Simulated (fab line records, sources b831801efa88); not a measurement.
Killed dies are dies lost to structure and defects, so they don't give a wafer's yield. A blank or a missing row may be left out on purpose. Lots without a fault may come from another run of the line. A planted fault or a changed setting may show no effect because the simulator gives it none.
fab line records | flow sky130
record lots=14 wafers=42 last_day=50
route steps=708 shown POLY_GATE@224 CAPM@539 VIA3@585
lots that met no fault: from a run of the same line without faults
start_h: hours from the record's first day to the start of the lot's first wafer shown | wait_h: hours since the lot's step before | " the same as in the row above | L1.1+2: a row that stands for several wafers | - no value, or no start given | * or withheld: withheld | < > ~ a bound
route shown NAME@n: a module of which the file shows steps, and the number in the route of the first | usual: mean/standard deviation of fault-free wafers | same: alike in all rows | chamber/n: place in a boat | sites: the reading at each site | _std_site: their standard deviation | _edge_site: outer sites' mean less inner sites' | radius_mm: how far each site lies from the wafer's centre | mask NAME#n: copy n | behind: the tool/chamber that last shaped the wafer | hold: why the lot was held/for how many hours/how that ended | device: the transistor (n, p or np) that didn't switch | end of line: the same wafers' tests at the end of the route | a step without rows: its recipe alone | killed: dies lost to structure and defects at the first sort, not the wafer's yield | map: a wafer's dies, x killed, . not, _ none there
set.NAME: the setting as run; set.NAME@STEP: as run at that earlier step | model.NAME: the simulator's own value behind a step, which no gauge read
steps of the route over a sample of lots; a table a step, a row a wafer
services: from which hour (start_h, from the record's first day; less than 0 if before it) a tool's chamber was out of use, for how many hours, and why
## steps
# step SKY_POLY_GATE_EXPOSE_10
# recipe mask_id=P1M na=0.68 source_shape=conventional sigma_outer=0.6 target_cd_nm=150 dose_mj=28
# usual exposure_dose_mJ_cm2=27.987/0.027 focus_offset_nm=0.1/0.57
# columns lot.wafer tool chamber start_h wait_h mask exposure_dose_mJ_cm2 focus_offset_nm
L751.1 krf_scanner-02 0 357.65 - P1M#0 27.999 0.2
L751.5 " 0 " " P1M#0 27.941 -0.4
L751.6 " 0 " " P1M#0 27.970 0.5
L752.2 krf_scanner-02 0 362.82 - P1M#0 27.968 0.2
L752.3 " 0 " " P1M#0 27.978 -0.2
L752.6 " 0 " " P1M#0 27.981 -0.2
L755.1 krf_scanner-02 - 391.32 - P1M#0 - -
L755.2 " - " " P1M#0 - -
L755.3 " - " " P1M#0 - -
L756.2 krf_scanner-01 - 411.12 - P1M#0 - -
L756.3 " - " " P1M#0 - -
L756.4 " - " " P1M#0 - -
L765.1 krf_scanner-01 0 472.97 - P1M#0 28.005 -1.0
L765.2 " 0 " " P1M#0 28.005 -0.3
L765.3 " 0 " " P1M#0 27.997 -0.3
L766.1 krf_scanner-01 0 482.87 - P1M#0 27.982 -0.9
L766.3 " 0 " " P1M#0 27.983 -0.2
L766.5 " 0 " " P1M#0 28.036 -1.3
L767.1 krf_scanner-02 0 527.13 - P1M#0 27.961 -0.6
L767.2 " 0 " " P1M#0 27.942 0.6
L767.3 " 0 " " P1M#0 27.933 0.3
L769.4 krf_scanner-01 0 527.98 - P1M#0 27.993 -0.9
L769.5 " 0 " " P1M#0 28.029 0.2
L769.6 " 0 " " P1M#0 28.009 0.9
L768.1 krf_scanner-02 0 528.17 - P1M#0 28.017 0.3
L768.2 " 0 " " P1M#0 28.002 0.4
L768.5 " 0 " " P1M#0 27.991 0.3
L770.2 krf_scanner-01 0 528.43 - P1M#0 27.940 -0.5
L770.5 " 0 " " P1M#0 27.938 0.2
L770.6 " 0 " " P1M#0 27.963 0.3
L771.1 krf_scanner-02 0 528.73 - P1M#0 27.964 0.0
L771.4 " 0 " " P1M#0 27.986 -0.1
L771.5 " 0 " " P1M#0 27.974 0.5
L772.3 krf_scanner-02 0 537.51 - P1M#0 27.958 -1.0
L772.4 " 0 " " P1M#0 27.952 -0.6
L772.6 " 0 " " P1M#0 27.927 -0.9
L773.4 krf_scanner-01 0 544.43 - P1M#0 27.987 -0.5
L773.5 " 0 " " P1M#0 27.993 0.0
L773.6 " 0 " " P1M#0 28.012 0.1
L774.2 krf_scanner-02 0 551.46 - P1M#0 27.986 0.2
L774.3 " 0 " " P1M#0 27.988 0.7
L774.4 " 0 " " P1M#0 28.004 0.3
# step SKY_CAPM_SPUTTER_02
# recipe material=TiN target_thk_nm=200 temp_c=300 power_w=6500 time_s=166.7 chamber_pressure_pa=0.4
# usual throttle_valve_pct=29.4/1.1
# columns lot.wafer tool chamber start_h wait_h throttle_valve_pct
L751.1 pvd_sputter-02 - 844.86 0.1 30.9
L751.5 " - " " 30.0
L751.6 " - " " 31.0
L752.2 pvd_sputter-02 - 851.97 0.0 28.3
L752.3 " - " " 28.0
L752.6 " - " " 30.6
L765.1 pvd_sputter-04 - 944.02 0.1 29.9
L765.2 " - " " 28.4
L765.3 " - " " 30.4
L766.1 pvd_sputter-02 - 951.72 0.1 30.0
L766.3 " - " " 28.3
L766.5 " - " " 28.7
L767.1 pvd_sputter-02 - 986.03 0.1 28.3
L767.2 " - " " 28.3
L767.3 " - " " 30.2
L769.4 pvd_sputter-02 - 987.96 0.0 28.5
L769.5 " - " " 30.4
L769.6 " - " " 28.1
L768.1 pvd_sputter-02 - 989.51 0.1 28.2
L768.2 " - " " 30.4
L768.5 " - " " 30.1
L770.2 pvd_sputter-03 - 989.51 0.0 28.6
L770.5 " - " " 29.1
L770.6 " - " " 27.9
L771.1 pvd_sputter-02 - 992.75 0.1 28.1
L771.4 " - " " 28.4
L771.5 " - " " 27.9
L772.3 pvd_sputter-02 - 996.93 0.0 30.7
L772.4 " - " " 28.2
L772.6 " - " " 30.7
L773.4 pvd_sputter-02 - 1001.66 0.0 28.5
L773.5 " - " " 28.3
L773.6 " - " " 30.8
L774.2 pvd_sputter-04 - 1007.34 0.0 28.6
L774.3 " - " " 28.5
L774.4 " - " " 30.0
# step SKY_CAPM_METAL_ETCH_13
# recipe target_depth_nm=220 stop_on=SiO2 chemistry=Cl2/BCl3 target=TiN pressure_mtorr=10 icp_w=900 bias_w=48.5 Cl2_flow_sccm=60 bcl3_flow_sccm=30 time_s=62.9
# usual drypump_motor_current_A=6.00/0.15 oes_product_au=0.943/0.008 throttle_valve_pct=21.901/0.011
# columns lot.wafer tool chamber start_h wait_h drypump_motor_current_A oes_product_au rf_hours_counter_h throttle_valve_pct
L751.1 rie_metal-02 1 871.34 0.0 6.00 0.937 1 21.921
L751.5 " 1 " " 6.00 0.946 - 21.903
L751.6 " 0 " " 6.26 0.948 - 21.892
L752.2 rie_metal-02 1 878.39 0.0 5.98 0.944 1 21.897
L752.3 " 0 " " 6.29 0.951 - 21.880
L752.6 " 0 " " 6.28 0.939 - 21.908
L765.1 rie_metal-03 1 968.60 0.0 5.82 0.939 8 21.897
L765.2 " 0 " " 5.99 0.929 7 21.905
L765.3 " 0 " " 5.99 0.925 - 21.898
L766.1 rie_metal-02 1 975.65 0.0 6.00 0.943 7 21.884
L766.3 " 1 " " 5.99 0.952 - 21.896
L766.5 " 1 " " 6.00 0.960 - 21.884
L767.1 rie_metal-04 0 1009.34 0.0 5.98 0.963 14 21.903
L767.2 " 1 " " 5.95 0.953 6 21.889
L767.3 " 0 " " 5.93 0.949 - 21.907
L769.4 rie_metal-02 0 1010.43 0.0 6.26 0.953 - 21.888
L769.5 " 0 " " 6.27 0.946 - 21.902
L769.6 " 1 " " 6.04 0.947 - 21.896
L768.1 rie_metal-04 0 1012.15 0.0 5.92 0.957 14 21.882
L768.2 " 1 " " 5.92 0.944 6 21.888
L768.5 " 1 " " 5.91 0.953 - 21.901
L770.2 rie_metal-02 1 1012.49 0.0 6.03 0.946 10 21.907
L770.5 " 1 " " 6.01 0.932 - 21.886
L770.6 " 0 " " 6.27 0.943 - 21.904
L771.1 rie_metal-04 1 1015.44 0.0 5.95 0.950 6 21.894
L771.4 " 1 " " 5.93 0.943 - 21.893
L771.5 " 1 " " 5.93 0.948 - 21.900
L772.3 rie_metal-03 0 1019.73 0.0 5.97 0.939 - 21.895
L772.4 " 1 " " 5.82 0.946 - 21.899
L772.6 " 1 " " 5.81 0.949 - 21.915
L773.4 rie_metal-03 1 1023.96 0.0 5.83 0.938 - 21.901
L773.5 " 1 " " 5.83 0.947 - 21.899
L773.6 " 0 " " 5.99 0.942 - 21.910
L774.2 rie_metal-02 0 1030.25 0.0 6.26 0.936 2 21.907
L774.3 " 0 " " 6.29 0.952 - 21.905
L774.4 " 1 " " 6.03 0.939 - 21.913
# step SKY_VIA3_CD_MEAS_12
# recipe target_cd_nm=200
# usual cd_nm=200.7/1.2
# columns lot.wafer tool chamber start_h wait_h cd_nm
L751.1 cd_sem-02 - 924.55 - 201.9
L751.5 " - " " 202.7
L751.6 " - " " 202.1
L752.2 cd_sem-02 - 930.39 - 201.1
L752.3 " - " " 201.0
L752.6 " - " " 200.9
L765.1 cd_sem-01 - 1017.21 - 200.1
L765.2 " - " " 200.0
L765.3 " - " " 200.5
L766.1 cd_sem-01 - 1023.31 - 200.5
L766.3 " - " " 199.7
L766.5 " - " " 200.6
L767.1 cd_sem-02 - 1056.80 - 201.0
L767.2 " - " " 201.6
L767.3 " - " " 202.4
L769.4 cd_sem-02 - 1057.90 - 201.5
L769.5 " - " " 201.3
L769.6 " - " " 201.4
L768.1 cd_sem-02 - 1058.49 - 200.8
L768.2 " - " " 200.1
L768.5 " - " " 199.9
L770.2 cd_sem-02 - 1059.09 - 203.3
L770.5 " - " " 202.9
L770.6 " - " " 201.7
L771.1 cd_sem-02 - 1061.57 - 202.3
L771.4 " - " " 201.3
L771.5 " - " " 201.9
L772.3 cd_sem-02 - 1067.33 - 199.8
L772.4 " - " " 199.6
L772.6 " - " " 201.8
L773.4 cd_sem-02 - 1070.13 - 199.4
L773.5 " - " " 200.2
L773.6 " - " " 200.7
L774.2 cd_sem-02 - 1076.07 - 201.1
L774.3 " - " " 201.3
L774.4 " - " " 201.6
## services
# columns tool chamber start_h hours kind
krf_scanner-02 - 344.31 1.3 pm
krf_scanner-02 - 345.61 0.8 pm
krf_scanner-02 - 369.35 1.7 repair
krf_scanner-02 - 374.84 1.0 pm
krf_scanner-02 - 395.13 4.4 pm
krf_scanner-02 - 415.59 3.6 pm
pvd_sputter-02 - 417.08 2.9 repair
krf_scanner-02 - 482.13 4.3 repair
pvd_sputter-02 - 489.00 2.8 repair
krf_scanner-02 - 513.28 0.8 pm
krf_scanner-02 - 520.21 1.3 pm
krf_scanner-02 - 543.84 1.0 pm
krf_scanner-02 - 571.56 0.2 repair
krf_scanner-02 - 586.10 2.0 repair
pvd_sputter-02 - 652.57 11.6 repair
krf_scanner-02 - 653.71 0.8 pm
krf_scanner-02 - 682.08 0.8 pm
krf_scanner-02 - 696.20 1.3 pm
krf_scanner-02 - 712.16 0.7 repair
krf_scanner-02 - 712.86 1.0 pm
krf_scanner-02 - 721.86 11.6 pm
pvd_sputter-02 - 749.18 2.4 repair
pvd_sputter-02 - 763.52 12.5 repair
krf_scanner-02 - 814.62 4.0 pm
## key
first_sign step=SKY_POLY_GATE_EXPOSE_10 reading=tool_record direction=missing
effect none on later readings
met_at SKY_POLY_GATE_EXPOSE_10
struck_lots L755,L756
later_rows_left_out L755.1,L755.2,L755.3,L756.2,L756.3,L756.4
sort_left_out L755.1,L755.2,L755.3,L756.2,L756.3,L756.4
tester_left_out L755,L756
not_acting_at SKY_CAPM_SPUTTER_02,SKY_CAPM_METAL_ETCH_13,SKY_VIA3_CD_MEAS_12
onset_between 362.82 391.32
fault kind=skipped_step_whole tool=krf_scanner-01,krf_scanner-02 chamber=- onset_h=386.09 steps=SKY_POLY_GATE_EXPOSE_10 scope=struck_lots_only
# tester_left_out: of these lots the tester's yield and bins aren't shown, on N5 and GAA mostly nor the transistor test; their killed dies are dies lost to structure and defects alone, not to doping, threshold or leakage, so they don't give the yield
# sort_left_out: the simulated sort isn't trusted on such a fault, so these wafers' sort isn't shown, and their yield isn't known
# later_rows_left_out: the simulator's readings of these wafers behind a module that went badly wrong aren't trusted and aren't shown, but for the sort
